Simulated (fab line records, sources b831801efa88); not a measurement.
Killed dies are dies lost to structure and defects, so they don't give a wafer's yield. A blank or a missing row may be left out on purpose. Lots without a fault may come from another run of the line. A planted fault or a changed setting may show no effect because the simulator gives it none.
Which tool did it? | flow sky130 | 6 lots, 18 wafers sampled, at 5 steps of a route of 708

WHAT THE GAUGES READ, wafer by wafer
SKY_SD_N_TW_MEAS_12.
lot  | measured     | on            | SD_N_TW
L740 | day 28 18:08 | film_metro-01 | 3880 3883 3897
L742 | day 29 13:46 | film_metro-02 | 3986 4011 3997
L744 | day 30 00:54 | film_metro-02 | 3994 3983 3982
L746 | day 30 14:56 | film_metro-02 | 3987 3994 4004
L750 | day 32 03:28 | film_metro-03 | 3892 3910 3921
L756 | day 34 01:18 | film_metro-03 | 3961 3942 3937

WHICH TOOL RAN EACH LOT (tool, then ch and the chambers of the sampled wafers, then the start)
lot  | SKY_SPACER_ETCHBACK_02             | SKY_POLY_CUT_ETCH_10               | SKY_RES_XHIGH_STRIP_08               | SKY_SD_N_STRIP_11
L740 | rie_diel-04 ch 0,1,2, day 23 20:18 | rie_diel-03 ch 0,1,2, day 25 02:31 | plasma_asher-01 ch 0,1, day 27 13:45 | plasma_asher-01 ch 0,1, day 28 18:02
L742 | rie_diel-01 ch 0,1,3, day 24 16:37 | rie_diel-03 ch 0,1,2, day 25 22:26 | plasma_asher-01 ch 0,1, day 28 08:45 | plasma_asher-01 ch 0,1, day 29 13:40
L744 | rie_diel-04 ch 1,2, day 25 04:04   | rie_diel-04 ch 2,3, day 26 10:26   | plasma_asher-03 ch 0,1, day 28 20:18 | plasma_asher-01 ch 0,1, day 30 00:48
L746 | rie_diel-01 ch 0,2,3, day 25 18:49 | rie_diel-02 ch 0,1,2, day 27 00:35 | plasma_asher-04 ch 0,1, day 29 10:16 | plasma_asher-02 ch 0,1, day 30 14:50
L750 | rie_diel-01 ch 0,2,3, day 27 10:16 | rie_diel-02 ch 0,1,2, day 28 14:28 | plasma_asher-04 ch 0, day 30 22:39   | plasma_asher-01 ch 0,1, day 32 03:22
L756 | rie_diel-04 ch 0,3, day 29 09:46   | rie_diel-02 ch 0,1,2, day 30 13:55 | plasma_asher-03 ch 0, day 32 21:52   | plasma_asher-04 ch 0,1, day 34 01:12
- SKY_SPACER_ETCHBACK_02: etches Si3N4 in CH3F/O2, stops on SiO2, time 46.7 s, target depth 45 nm.
- SKY_POLY_CUT_ETCH_10: etches BARC in N2/H2, stops on SiO2, time 45.9 s, target depth 60 nm.
- SKY_RES_XHIGH_STRIP_08: strips in O2/N2.
- SKY_SD_N_STRIP_11: strips in O2/N2.

THE ANSWER, worked out from the rows above alone
Rule: what is usual is taken from the lots themselves. Put in order of their means at a reading, lots are off if they are a third of the lots or fewer, leave a main group of 4 or more, and stand apart from it by a gap of 3 or more times the standard deviation of the main group's means; of several such gaps the widest counts. A main group whose means are all the same, to the digits that the tables above print for the reading, isn't used. A lot without any number at a reading at which 4 lots or more have one is off too. The other lots that the step has rows for count as sound.
No lot is off at any reading shown: from this, nothing can be told.

WHAT THE SIMULATOR HAD PUT IN
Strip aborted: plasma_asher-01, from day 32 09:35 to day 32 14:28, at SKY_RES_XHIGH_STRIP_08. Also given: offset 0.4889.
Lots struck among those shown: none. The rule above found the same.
